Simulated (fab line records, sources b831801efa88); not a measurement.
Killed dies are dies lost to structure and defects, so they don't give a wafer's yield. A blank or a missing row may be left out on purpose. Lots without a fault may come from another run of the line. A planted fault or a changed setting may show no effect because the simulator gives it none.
Problem report in the 8D (eight disciplines) form, filled by code | flow gf180mcu | the parts of the form that need people (team, actions taken, sign-off) are left out

1. THE PROBLEM
beam_energy_keV at GF_MVSD_IMPLANT_08 reads a mean of 386.44 on 6 wafers of 2 lots; wafers without a fault read 400.00 with a standard deviation of 0.14. That is -97 standard deviations from the usual mean.
First seen on wafer L600.1, day 8 02:04, on implanter-02. The record holds 39 wafers of 13 lots with a number at this step. Rule for "out", or "out of limits": more than 4 standard deviations from the usual mean. The other wafers with a number count as sound.

2. WHAT IT IS AND WHAT IT IS NOT
question                    | is                     | is not
which readings at this step | beam_energy_keV        | -
which lots                  | L600, L601             | L587, L588, L589, L591, L592, L593, L594, L595, L596, L598, L602
which wafers of those lots  | all that have a number | -
read on which tools         | implanter-02           | implanter-03, implanter-04
when                        | from day 8 02:04       | up to then (30 sound wafers); but 3 sound wafers of L602 came after

3. SUSPECTS, AND WHAT RULES EACH OUT
Counting: a tool at a process step up to the reading stays a suspect if it ran every lot that is out and no sound lot after the first of them.
- plasma_asher-01 at GF_DNWELL_STRIP_08 (strips in O2/N2): kept. It ran every lot that is out, first L600 (day 6 02:26), and no sound lot after that; its last sound lot up to then is L596 (day 5 05:04).
- implanter-02 at GF_MVSD_IMPLANT_08: kept. It ran every lot that is out, first L600 (day 8 02:04), and no sound lot after that; its last sound lot up to then is L598 (day 7 14:53). Its own readings are out on those wafers: beam_energy_keV.
Left after counting: plasma_asher-01 at GF_DNWELL_STRIP_08, implanter-02 at GF_MVSD_IMPLANT_08.

4. THE CAUSE (what the simulator had put in)
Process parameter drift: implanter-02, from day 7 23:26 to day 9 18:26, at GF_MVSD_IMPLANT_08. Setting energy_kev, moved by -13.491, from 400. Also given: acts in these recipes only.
Counting left 2 suspects, and this tool is among them.

5. THE CHAIN OF EFFECTS, in route order
Each row: a reading whose mean over the struck wafers that have a number lies more than 3 standard deviations from the usual. Only readings for which the record gives a usual standard deviation are gone through. hours: the time from each lot's start at the first step in this table that gives one to its start at this step, as a median over the lots. sigmas: the change in usual standard deviations.
hours | step               | reading         | usual  | on struck wafers | change | sigmas
0     | GF_MVSD_IMPLANT_08 | beam_energy_keV | 400.00 | 386.44           | -13.56 | -97
The process steps in it:
- GF_MVSD_IMPLANT_08
Later measuring or inspecting steps at which every struck wafer that the step has a row for has a number for every such reading, and none has moved that far: GF_VT_IMPLANT_RS_MEAS_46, GF_POLY_GATE_CD_MEAS_10.

6. WHAT WOULD HAVE CAUGHT IT SOONER
In this record the first reading out of limits was taken at day 8 02:04, 3 hours after the fault began at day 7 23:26.
